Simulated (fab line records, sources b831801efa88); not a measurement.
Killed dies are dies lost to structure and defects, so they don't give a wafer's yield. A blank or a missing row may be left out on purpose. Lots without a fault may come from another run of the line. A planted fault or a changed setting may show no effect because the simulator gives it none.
Which tool did it? | flow sky130 | 12 lots, 36 wafers sampled, at 4 steps of a route of 708

WHAT THE GAUGES READ, wafer by wafer
SKY_LI_CONTACT_RS_MEAS_22: measures by four-point-probe.
lot  | measured     | on            | LI_CONTACT_W_RS (ohm/sq)
L998 | day 29 02:44 | film_metro-03 | 0.272 0.275 0.286
L999 | day 29 10:39 | film_metro-03 | 0.286 0.289 0.284
L106 | day 32 05:46 | film_metro-03 | 0.287 0.289 0.292
L108 | day 32 09:34 | film_metro-03 | 0.275 0.287 0.277
L110 | day 33 09:16 | film_metro-03 | 0.294 0.279 0.289
L111 | day 33 17:06 | film_metro-01 | 0.283 0.283 0.285
L114 | day 34 10:02 | film_metro-03 | 0.282 0.280 0.283
L116 | day 35 04:38 | film_metro-03 | 0.285 0.286 0.282
L117 | day 35 17:47 | film_metro-04 | 0.283 0.282 0.283
L119 | day 36 14:11 | film_metro-01 | 0.289 0.283 0.287
L120 | day 36 14:29 | film_metro-04 | 0.289 0.275 0.277
L121 | day 36 15:29 | film_metro-04 | 0.275 0.277 0.293

WHICH TOOL RAN EACH LOT (tool, then ch and the chambers of the sampled wafers, then the start)
lot  | SKY_VT_ADJUST_HVTP_STRIP_10          | SKY_SONOS_ONO_SOFTBAKE_09         | SKY_SPACER_ETCHBACK_02
L998 | plasma_asher-04 ch 0,1, day 6 02:55  | litho_track-01 ch 0, day 12 04:11 | rie_diel-02 ch 2,3, day 22 22:02
L999 | plasma_asher-03 ch 0,1, day 6 09:37  | litho_track-02 ch 0, day 12 11:50 | rie_diel-01 ch 0,1,3, day 23 05:19
L106 | plasma_asher-04 ch 0,1, day 8 07:07  | litho_track-03 ch 0, day 15 01:41 | rie_diel-01 ch 0,2,3, day 26 05:31
L108 | plasma_asher-04 ch 0,1, day 8 14:22  | litho_track-03 ch 0, day 15 09:14 | rie_diel-02 ch 1,2,3, day 26 10:20
L110 | plasma_asher-01 ch 0,1, day 9 08:27  | litho_track-03 ch 0, day 16 07:26 | rie_diel-02 ch 1,2,3, day 27 10:47
L111 | plasma_asher-04 ch 0,1, day 9 13:48  | litho_track-03 ch 0, day 16 16:14 | rie_diel-02 ch 1,2, day 27 18:26
L114 | plasma_asher-04 ch 0,1, day 10 06:55 | litho_track-01 ch 0, day 17 12:01 | rie_diel-01 ch 0,2,3, day 28 12:45
L116 | plasma_asher-01 ch 0,1, day 10 20:29 | litho_track-02 ch 0, day 18 08:26 | rie_diel-03 ch 0,2,3, day 29 09:12
L117 | plasma_asher-01 ch 0,1, day 11 02:45 | litho_track-01 ch 0, day 18 16:50 | rie_diel-02 ch 0,1,3, day 29 22:11
L119 | plasma_asher-01 ch 0,1, day 11 17:50 | litho_track-02 ch 0, day 19 09:50 | rie_diel-03 ch 0,3, day 30 21:42
L120 | plasma_asher-04 ch 0,1, day 11 21:09 | litho_track-03 ch 0, day 19 16:50 | rie_diel-02 ch 1,2,3, day 30 21:42
L121 | plasma_asher-03 ch 0,1, day 12 03:56 | litho_track-02 ch 0, day 19 21:34 | rie_diel-01 ch 0,1,2, day 30 23:46
- SKY_VT_ADJUST_HVTP_STRIP_10: strips in O2/N2.
- SKY_SONOS_ONO_SOFTBAKE_09: time 60 s.
- SKY_SPACER_ETCHBACK_02: etches Si3N4 in CH3F/O2, stops on SiO2, time 46.7 s, target depth 45 nm.

WHAT THE TOOLS THEMSELVES READ (means of the sampled wafers that have a number; where no wafer has one, the mark that the record gives instead)
SKY_VT_ADJUST_HVTP_STRIP_10.
lot  | tool            | drypump_motor_current_A (A) | n2_flow_sccm (sccm) | oes_product_au (a.u.) | strip_time_to_endpoint_s (s)
L998 | plasma_asher-04 | 5.5                         | 299.7               | 0.719                 | 14.24
L999 | plasma_asher-03 | 5.9                         | 300.2               | 0.718                 | 14.19
L106 | plasma_asher-04 | 5.5                         | 299.7               | 0.716                 | 14.23
L108 | plasma_asher-04 | 5.5                         | 300.5               | 0.713                 | 14.18
L110 | plasma_asher-01 | 6.3                         | 299.6               | 0.716                 | 14.17
L111 | plasma_asher-04 | 5.5                         | 300.0               | 0.713                 | 14.17
L114 | plasma_asher-04 | 5.6                         | 300.2               | 0.721                 | 14.16
L116 | plasma_asher-01 | 6.3                         | 300.0               | 0.718                 | 14.16
L117 | plasma_asher-01 | 6.3                         | 298.8               | 0.712                 | 14.21
L119 | plasma_asher-01 | 6.3                         | 299.2               | 0.718                 | 14.12
L120 | plasma_asher-04 | 5.5                         | 299.8               | 0.719                 | 14.21
L121 | plasma_asher-03 | 5.9                         | 301.0               | 0.716                 | 14.19

SKY_SONOS_ONO_SOFTBAKE_09.
lot  | tool           | exhaust_pa (Pa) | heater_power_total_W (W) | plate_temp_C (C) | run_length_s (s)
L998 | litho_track-01 | 45.3            | 56.60                    | 90.00            | 89.17
L999 | litho_track-02 | 46.2            | 56.61                    | 89.94            | 88.80
L106 | litho_track-03 | 44.5            | 56.62                    | 89.96            | 89.25
L108 | litho_track-03 | 44.8            | 58.34                    | -                | 83.91
L110 | litho_track-03 | 44.7            | 58.31                    | -                | 83.93
L111 | litho_track-03 | 45.1            | 58.35                    | -                | 84.02
L114 | litho_track-01 | 46.0            | 56.58                    | 89.92            | 89.20
L116 | litho_track-02 | 45.2            | 56.57                    | 89.90            | 88.89
L117 | litho_track-01 | 44.3            | 56.59                    | 90.06            | 89.29
L119 | litho_track-02 | 45.3            | 56.61                    | 90.12            | 88.92
L120 | litho_track-03 | 44.7            | 56.60                    | 89.95            | 89.35
L121 | litho_track-02 | 45.1            | 56.57                    | 90.16            | 88.86

SKY_SPACER_ETCHBACK_02.
lot  | tool        | drypump_motor_current_A (A) | oes_product_au (a.u.) | throttle_valve_pct (%)
L998 | rie_diel-02 | 6.1                         | 0.853                 | 10.564
L999 | rie_diel-01 | 5.4                         | 0.859                 | 10.562
L106 | rie_diel-01 | 5.6                         | 0.854                 | 10.553
L108 | rie_diel-02 | 6.2                         | 0.848                 | 10.557
L110 | rie_diel-02 | 6.2                         | 0.856                 | 10.558
L111 | rie_diel-02 | 6.3                         | 0.859                 | 10.556
L114 | rie_diel-01 | 5.6                         | 0.862                 | 10.561
L116 | rie_diel-03 | 6.0                         | 0.858                 | 10.565
L117 | rie_diel-02 | 6.1                         | 0.851                 | 10.562
L119 | rie_diel-03 | 6.1                         | 0.856                 | 10.561
L120 | rie_diel-02 | 6.2                         | 0.852                 | 10.568
L121 | rie_diel-01 | 5.4                         | 0.849                 | 10.570

THE ANSWER, worked out from the rows above alone
Rule: what is usual is taken from the lots themselves. Put in order of their means at a reading, lots are off if they are a third of the lots or fewer, leave a main group of 4 or more, and stand apart from it by a gap of 3 or more times the standard deviation of the main group's means; of several such gaps the widest counts. A main group whose means are all the same, to the digits that the tables above print for the reading, isn't used. A lot without any number at a reading at which 4 lots or more have one is off too. The other lots that the step has rows for count as sound. The gauges are gone through in route order, then the tools' own readings, and for those a lot's mean is taken as printed above. The first step at which some lot is off is used, and at that step the reading that is off furthest; a lot without a number counts as furthest.
Off: L108, L110, L111, at SKY_SONOS_ONO_SOFTBAKE_09 (plate_temp_C). Without a number there: L108, L110, L111. The main group: mean 90.00 C, standard deviation 0.087.
A tool fits if, at that step or a process step before it, it ran every lot that is off, and no sound lot after the first of them. None of those tried fits.

WHAT THE SIMULATOR HAD PUT IN
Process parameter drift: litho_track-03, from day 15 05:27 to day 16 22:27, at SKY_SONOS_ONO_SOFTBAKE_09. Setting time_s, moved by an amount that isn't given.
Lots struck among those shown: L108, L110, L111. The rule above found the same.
